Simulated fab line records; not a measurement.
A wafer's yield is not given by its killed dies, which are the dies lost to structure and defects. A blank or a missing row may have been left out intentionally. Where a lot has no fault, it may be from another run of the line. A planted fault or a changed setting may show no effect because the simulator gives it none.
The tool behind it: which one?	flow sfq-line	Sampling: 15 lots, 45 wafers, 6 of 325 route steps

WHAT EACH GAUGE READ, for each wafer
SFQ_INCOMING_BOW_MEAS_900. Usual: INCOMING_BOW 0 um, standard deviation 5.9.
lot	measured	on	INCOMING_BOW (um)	flag
L343	day 1 10:00	film-metro-04	-8 -10 -2	
L344	day 1 15:01	film-metro-02	-2 3 1	
L345	day 1 20:00	film-metro-02	-2 -6 4	
L346	day 2 01:00	film-metro-04	-3 -5 -2	
L349	day 2 16:00	film-metro-04	-3 -8 3	
L350	day 2 21:00	film-metro-03	6 7 3	
L351	day 3 02:00	film-metro-02	3 3 0	
L352	day 3 07:00	film-metro-04	-1 4 -5	
L353	day 3 12:01	film-metro-03	-2 -5 -6	
L356	day 4 03:01	film-metro-04	-1 -11 -2	
L357	day 4 08:02	film-metro-03	-1 1 -1	
L358	day 4 13:01	film-metro-04	-1 -5 -6	
L363	day 5 14:00	film-metro-04	11 1 0	
L365	day 6 00:01	film-metro-03	-6 1 -1	
L366	day 6 05:01	film-metro-03	1 -1 -3	

SFQ_M0_RS_MEAS_904: a four-point-probe measurement. Usual: M0_NB_RS 0.889 ohm/sq, standard deviation 0.012.
lot	measured	on	M0_NB_RS (ohm/sq)	flag
L343	day 6 22:50	film-metro-02	0.884 0.888 0.896	
L344	day 7 10:16	film-metro-02	0.863 0.878 0.870	
L345	day 7 14:13	film-metro-01	0.899 0.884 0.885	
L346	day 8 07:14	film-metro-02	0.893 0.868 0.897	
L349	day 9 02:40	film-metro-02	0.895 0.882 0.893	
L350	day 9 06:17	film-metro-02	0.908 0.902 0.912	
L351	day 9 10:28	film-metro-03	0.891 0.886 0.895	
L352	day 9 14:28	film-metro-01	0.892 0.875 0.899	
L353	day 9 19:17	film-metro-03	0.888 0.880 0.867	
L356	day 10 12:05	film-metro-03	0.769 0.774 0.760	OFF
L357	day 10 20:56	film-metro-01	0.765 0.776 0.772	OFF
L358	day 11 05:55	film-metro-01	0.775 0.779 0.772	OFF
L363	day 13 22:25	film-metro-01	0.888 0.881 0.890	
L365	day 14 14:57	film-metro-03	0.885 0.876 0.876	
L366	day 14 22:09	film-metro-02	0.879 0.871 0.878	

SFQ_I2_BOW_MEAS_917. Usual: I2_BOW 0 um, standard deviation 7.5.
lot	measured	on	I2_BOW (um)	flag
L343	day 34 15:07	film-metro-04	-9 -11 -1	
L344	day 34 18:08	film-metro-04	1 6 2	
L345	day 34 21:07	film-metro-01	-4 -8 2	
L346	day 34 22:34	film-metro-04	-1 -2 1	
L349	day 35 04:34	film-metro-04	-10 -14 -4	
L350	day 35 07:34	film-metro-04	6 8 4	
L351	day 35 10:34	film-metro-01	-2 -3 -5	
L352	day 35 12:35	film-metro-04	3 9 0	
L353	day 39 16:24	film-metro-01	-4 -5 -7	
L356	day 41 04:24	film-metro-04	-3 -12 -4	
L357	day 41 20:01	film-metro-01	4 5 3	
L358	day 42 13:24	film-metro-04	3 -3 -3	
L363	day 44 21:38	film-metro-04	19 9 7	
L365	day 45 23:07	film-metro-01	-12 -4 -9	
L366	day 47 01:42	film-metro-01	0 -2 -4	

TOOL THAT RAN EACH LOT (tool first, then ch and the chambers of the sampled wafers, then the start)
lot	SFQ_TRILAYER_M0_DEP_SPUTTER_019	SFQ_TRILAYER_M0_ETCH_METAL_ETCH_024	SFQ_TRILAYER_M2_STRIP_STRIP_061
L343	pvd-sputter-04, day 6 22:45	rie-metal-03 ch 1, day 10 17:02	rie-metal-02 ch 0,1, day 33 18:56
L344	pvd-sputter-05, day 7 10:09	rie-metal-03 ch 0,1, day 11 07:23	rie-metal-03 ch 0,1, day 34 01:03
L345	pvd-sputter-06, day 7 14:08	rie-metal-02 ch 0,1, day 11 14:01	rie-metal-02 ch 0,1, day 34 02:19
L346	pvd-sputter-05, day 8 07:08	rie-metal-01 ch 1, day 12 10:56	rie-metal-01 ch 0,1, day 34 03:27
L349	pvd-sputter-06, day 9 02:34	rie-metal-01 ch 0,1, day 13 13:05	rie-metal-03 ch 0,1, day 34 10:39
L350	pvd-sputter-04, day 9 06:11	rie-metal-01 ch 0,1, day 13 19:05	rie-metal-01 ch 0,1, day 34 13:03
L351	pvd-sputter-06, day 9 10:22	rie-metal-02 ch 0,1, day 14 05:37	rie-metal-02 ch 0,1, day 34 15:27
L352	pvd-sputter-06, day 9 14:23	rie-metal-02 ch 0,1, day 14 10:25	rie-metal-02 ch 0,1, day 34 17:51
L353	pvd-sputter-05, day 9 19:11	rie-metal-01 ch 0, day 14 15:13	rie-metal-03 ch 0,1, day 39 07:47
L356	pvd-sputter-04, day 10 11:59	rie-metal-03 ch 0,1, day 15 14:56	rie-metal-01 ch 0,1, day 40 19:00
L357	pvd-sputter-04, day 10 20:49	rie-metal-01 ch 0,1, day 16 03:14	rie-metal-01 ch 0,1, day 41 08:24
L358	pvd-sputter-04, day 11 05:49	rie-metal-02 ch 1, day 16 14:07	rie-metal-03 ch 0,1, day 41 19:00
L363	pvd-sputter-04, day 13 22:19	rie-metal-01 ch 0, day 19 18:13	rie-metal-01 ch 0,1, day 44 17:44
L365	pvd-sputter-05, day 14 14:50	rie-metal-02 ch 0, day 20 13:29	rie-metal-03 ch 0,1, day 45 16:38
L366	pvd-sputter-05, day 14 22:02	rie-metal-01 ch 0,1, day 20 21:53	rie-metal-03 ch 0,1, day 46 04:30
- SFQ_TRILAYER_M0_DEP_SPUTTER_019: material Nb, target thk 200 nm, time 133.3 s.
- SFQ_TRILAYER_M0_ETCH_METAL_ETCH_024: etches Nb in Cl2/Ar, stops on SiO2, target depth 240 nm, time 120 s.
- SFQ_TRILAYER_M2_STRIP_STRIP_061: strips in O2.

WHAT THE TOOLS THEMSELVES READ (means of the sampled wafers that have a number; where no wafer has one, the mark that the record gives instead)
SFQ_TRILAYER_M0_DEP_SPUTTER_019. Usual: cathode-dc-power-W 2000.0 W, standard deviation 0.37; resputter-cathode-voltage-v 400 V, standard deviation 4.3; throttle-valve-pct 29.3 %, standard deviation 0.96.
lot	tool	cathode-dc-power-W (W)	resputter-cathode-voltage-v (V)	throttle-valve-pct (%)	flag
L343	pvd-sputter-04	2000.0	400	29.6	
L344	pvd-sputter-05	1999.7	402	29.5	
L345	pvd-sputter-06	2000.2	399	29.8	
L346	pvd-sputter-05	2000.0	401	29.7	
L349	pvd-sputter-06	2000.2	397	29.8	
L350	pvd-sputter-04	1999.8	401	30.2	
L351	pvd-sputter-06	1999.5	397	29.7	
L352	pvd-sputter-06	1999.9	400	29.1	
L353	pvd-sputter-05	2000.0	398	29.5	
L356	pvd-sputter-04	2325.9	404	29.3	OFF
L357	pvd-sputter-04	2326.1	399	29.1	OFF
L358	pvd-sputter-04	2325.8	398	28.5	OFF
L363	pvd-sputter-04	1999.6	404	29.5	
L365	pvd-sputter-05	1999.8	400	29.3	
L366	pvd-sputter-05	2000.1	401	29.1	

SFQ_TRILAYER_M0_ETCH_METAL_ETCH_024. Usual: bias-w 80.02 W, standard deviation 0.24; drypump-motor-current-A 5.8 A, standard deviation 0.47; he-backside-leak-sccm 3.41 sccm, standard deviation 0.2; oes-product-au 0.894 a.u., standard deviation 0.0078.
lot	tool	bias-w (W)	drypump-motor-current-A (A)	he-backside-leak-sccm (sccm)	oes-product-au (a.u.)	flag
L343	rie-metal-03	79.89	6.5	3.89	0.893	
L344	rie-metal-03	79.83	6.3	3.42	0.898	
L345	rie-metal-02	80.22	5.9	3.35	0.893	
L346	rie-metal-01	80.22	5.3	3.32	0.903	
L349	rie-metal-01	80.22	5.4	3.48	0.895	
L350	rie-metal-01	80.20	5.5	3.63	0.882	
L351	rie-metal-02	80.13	5.9	3.21	0.892	
L352	rie-metal-02	79.86	5.7	3.33	0.899	
L353	rie-metal-01	79.83	5.6	3.41	0.901	
L356	rie-metal-03	80.00	6.4	3.55	0.974	OFF
L357	rie-metal-01	79.99	5.5	3.35	0.970	OFF
L358	rie-metal-02	80.17	6.2	3.43	0.967	OFF
L363	rie-metal-01	79.66	5.6	3.50	0.894	
L365	rie-metal-02	80.11	5.4	3.27	0.902	
L366	rie-metal-01	80.32	5.4	3.48	0.903	

SFQ_TRILAYER_M2_STRIP_STRIP_061. Usual: drypump-motor-current-A 5.8 A, standard deviation 0.47; he-backside-leak-sccm 3.46 sccm, standard deviation 0.18; oes-product-au 1.004 a.u., standard deviation 0.011.
lot	tool	drypump-motor-current-A (A)	he-backside-leak-sccm (sccm)	oes-product-au (a.u.)	flag
L343	rie-metal-02	5.9	3.35	1.010	
L344	rie-metal-03	6.3	3.56	1.010	
L345	rie-metal-02	5.9	3.36	1.008	
L346	rie-metal-01	5.5	3.48	0.997	
L349	rie-metal-03	6.3	3.51	1.015	
L350	rie-metal-01	5.4	3.58	0.989	
L351	rie-metal-02	5.7	3.27	1.003	
L352	rie-metal-02	5.9	3.35	1.016	
L353	rie-metal-03	6.3	3.60	1.010	
L356	rie-metal-01	5.4	3.60	0.983	
L357	rie-metal-01	5.4	3.55	0.996	
L358	rie-metal-03	6.5	3.48	1.002	
L363	rie-metal-01	5.5	3.63	1.004	
L365	rie-metal-03	6.3	3.61	1.010	
L366	rie-metal-03	6.4	3.61	1.010	

THE ANSWER, worked out from the rows above alone
Rule: a lot is off if the mean of its wafers that have a number lies more than 3 standard deviations from the usual mean. Also off: a lot with no number at a reading for which 4 or more lots have one. Where the step has rows for the other lots, those lots are counted as sound. After the gauges, taken in route order, come the tools' own readings; for these a lot's mean is taken, as printed above. The first step at which some lot is off is used, and at that step the reading that is off furthest; a lot without a number counts as furthest.
Off: L356, L357, L358, at SFQ_M0_RS_MEAS_904 (M0_NB_RS).
A tool fits if, at a process step before that reading, it ran every lot that is off, and no sound lot after the first of them. The gauges at SFQ_M0_RS_MEAS_904 aren't tried: what is off there is off at SFQ_TRILAYER_M0_DEP_SPUTTER_019 too, on other tools, and a gauge's error can't cause that. Not one of the candidates tried fits.

WHAT THE SIMULATOR HAD PUT IN
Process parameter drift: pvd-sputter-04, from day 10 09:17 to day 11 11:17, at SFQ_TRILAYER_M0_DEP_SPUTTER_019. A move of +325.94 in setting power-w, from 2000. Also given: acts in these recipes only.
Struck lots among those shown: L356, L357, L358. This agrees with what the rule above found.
